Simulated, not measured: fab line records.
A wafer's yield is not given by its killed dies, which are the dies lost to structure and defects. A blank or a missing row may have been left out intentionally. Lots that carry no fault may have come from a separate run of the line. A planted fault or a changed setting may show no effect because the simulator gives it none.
A lot that was struck, set against a sound lot | flow gf180mcu | 15 out of 602 route steps
Sound: these wafers, L727.1, L727.2, L727.3. The struck wafers were L723.2, L723.3, L723.4. The cause is named last.
Order at every step that has rows: each side's tool, ch and its chambers, its first start. Under that, the readings that differ: sound wafers | struck wafers | difference of the means | sigmas: that difference in standard deviations of wafers without a fault.
alike: readings with means less than 2 such deviations apart, plus words and numbers identical on both sides. not compared: withheld readings, readings lacking a value on some wafer, bounds such as >300 that could conceal the same value, and numbers that have no deviation in the record and whose values overlap.
Wherever a step has rows on one side only, a row that says differs or no value, or a row with sigmas, the two part there. Non-overlapping numbers with no deviation appear without sigmas and do not part them. Lack of a reading on every wafer of one side parts them only where that side has two or more wafers.

first, 8 steps without rows for these wafers: GF_POLY_GATE_DEHYDRATE_02 (time 60 s); GF_POLY_GATE_HMDS_03 (prime time 60 s); GF_POLY_GATE_COAT_04; GF_POLY_GATE_COAT_05 (resist thk 700 nm); GF_POLY_GATE_SOFTBAKE_06 (time 60 s); GF_POLY_GATE_EXPOSE_07 (exposes mask Poly2, target cd 280 nm); GF_POLY_GATE_PEB_08 (peb time 90 s); GF_POLY_GATE_DEVELOP_09 (develop time 60 s).
GF_POLY_GATE_CD_MEAS_10: the cd target is 280 nm.
  sound on cd sem-01, day 14 09:07; struck on cd sem-02, day 13 02:32
  alike: cd nm
GF_POLY_GATE_OVL_MEAS_11:
  sound on overlay-02, day 14 09:14; struck on overlay-01, day 13 02:38
  alike: POLY_GATE_OVL
GF_POLY_GATE_ETCH_12: etches BARC in N2/H2.
  sound on rie diel-04 ch 0,1,3, day 14 09:17; struck on rie diel-04 ch 1,2,3, day 13 02:40
  alike: drypump motor current A, oes product au, throttle valve pct
GF_POLY_GATE_ETCH_13: etches poly-Si in HBr/Cl2, stops on SiO2, target depth 198.5 nm, time 69.6 s.
  sound on rie si-02 ch 1,2,3, day 14 09:20; struck on rie si-02 ch 0,1,3, day 13 02:43
  alike: drypump motor current A, oes product au, throttle valve pct
  not compared: rf hours counter h
GF_POLY_GATE_STRIP_14: strips in O2/N2.
  sound on plasma asher-02 ch 0,1, day 14 09:23; struck on plasma asher-02 ch 0,1, day 13 02:46
  no value came back on the struck wafers for chamber pressure mTorr (mTorr), drypump motor current A (A), heater power w (W), oes product au (a.u.); on the sound wafers chamber pressure mTorr (mTorr) reads 1498.9 1500.8 1500.3
  not compared: rf hours counter h
then, 1 step without rows for these wafers: GF_POLY_GATE_CLEAN_15 (cleans in SC1/SC2, time 150 s).
-- record jumps: 20 days separate the struck wafers' starts on either side; left off in module POLY_GATE, taken up again in module PASSIVATION, whose first shown step is the route's number 602 --
GF_PASSIVATION_PROBE_99:
  record: rows for the struck wafers here (prober-01, day 32 20:46), none for the sound ones

WHERE THEY PART
First at GF_POLY_GATE_STRIP_14; last, within this record, at GF_PASSIVATION_PROBE_99.

WHY: what had been put in by the simulator
At GF_POLY_GATE_STRIP_14, the step was skipped entirely on plasma asher-02 from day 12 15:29 on. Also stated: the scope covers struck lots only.
